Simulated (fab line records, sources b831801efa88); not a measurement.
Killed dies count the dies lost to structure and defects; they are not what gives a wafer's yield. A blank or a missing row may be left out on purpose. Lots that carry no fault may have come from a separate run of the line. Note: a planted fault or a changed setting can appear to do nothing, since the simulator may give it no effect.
Chamber matching + flow sky130 + SKY_FIELD_ISO_ETCH_14 on rie_diel-04 has 4 sister chambers
The step etches BARC in N2/H2, stops on SiO2, time 45.9 s, target depth 60 nm. 16 wafers are shown with their chamber, then 8 later ones without.

== WAFERS PAIRED WITH THEIR CHAMBERS ==
| wafer  | chamber | throttle_valve_pct (%) | oes_product_au (a.u.) |
|--------|---------|------------------------|-----------------------|
| L074.2 | 3       | 13.220                 | 0.862                 |
| L074.3 | 2       | 13.231                 | 0.860                 |
| L074.4 | 1       | 13.215                 | 0.864                 |
| L079.2 | 1       | 13.225                 | 0.864                 |
| L079.4 | 2       | 13.231                 | 0.854                 |
| L079.6 | 2       | 13.237                 | 0.847                 |
| L080.3 | 2       | 13.229                 | 0.861                 |
| L080.5 | 2       | 13.226                 | 0.855                 |
| L080.6 | 3       | 13.221                 | 0.855                 |
| L085.1 | 0       | 13.228                 | 0.853                 |
| L085.4 | 1       | 13.219                 | 0.856                 |
| L085.6 | 0       | 13.221                 | 0.866                 |
| L087.1 | 0       | 13.223                 | 0.852                 |
| L087.2 | 2       | 13.214                 | 0.858                 |
| L087.5 | 3       | 13.213                 | 0.853                 |
| L091.1 | 2       | 13.215                 | 0.854                 |

SIGNATURES, as means of the wafers listed above
| reading            | chamber 0 | chamber 1 | chamber 2 | chamber 3 | scatter within a chamber |
|--------------------|-----------|-----------|-----------|-----------|--------------------------|
| throttle_valve_pct | 13.22400  | 13.21967  | 13.22614  | 13.21800  | 0.00683                  |
| oes_product_au     | 0.85700   | 0.86133   | 0.85557   | 0.85667   | 0.00535                  |
Rule: distance of a wafer from a chamber = root of the sum over the readings of ((wafer's reading minus chamber's mean) / reading's scatter) squared. The wafer belongs to the nearest chamber; if the next one is less than 2 further off, it can't be placed. How the scatter is found: for the shown wafers, subtract from each reading the mean of its chamber, square and add these, divide the total by (wafers less chambers), then take the root.

== WAFERS WITH NO CHAMBER GIVEN ==
| wafer  | throttle_valve_pct (%) | oes_product_au (a.u.) |
|--------|------------------------|-----------------------|
| L091.2 | 13.237                 | 0.859                 |
| L091.5 | 13.242                 | 0.853                 |
| L093.1 | 13.210                 | 0.854                 |
| L093.3 | 13.233                 | 0.849                 |
| L093.4 | 13.224                 | 0.857                 |
| L094.3 | 13.227                 | 0.853                 |
| L094.4 | 13.235                 | 0.854                 |
| L094.6 | 13.213                 | 0.850                 |

== WHICH CHAMBER EACH WENT THROUGH ==
| wafer  | from the rows above               | in truth |
|--------|-----------------------------------|----------|
| L091.2 | can't be placed: 2 or 0 or 1 or 3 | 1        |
| L091.5 | can't be placed: 2 or 0 or 3 or 1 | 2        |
| L093.1 | can't be placed: 3 or 1 or 0 or 2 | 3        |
| L093.3 | can't be placed: 2 or 0 or 3 or 1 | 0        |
| L093.4 | can't be placed: 0 or 2 or 3 or 1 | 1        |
| L094.3 | can't be placed: 2 or 0 or 3 or 1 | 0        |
| L094.4 | can't be placed: 2 or 0 or 3 or 1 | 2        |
| L094.6 | can't be placed: 3 or 0 or 2 or 1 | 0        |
Placed correctly: 0 of 8. Unplaceable from these rows: 8, with the true chamber sitting among the candidates in 8. 0 placed wrongly.
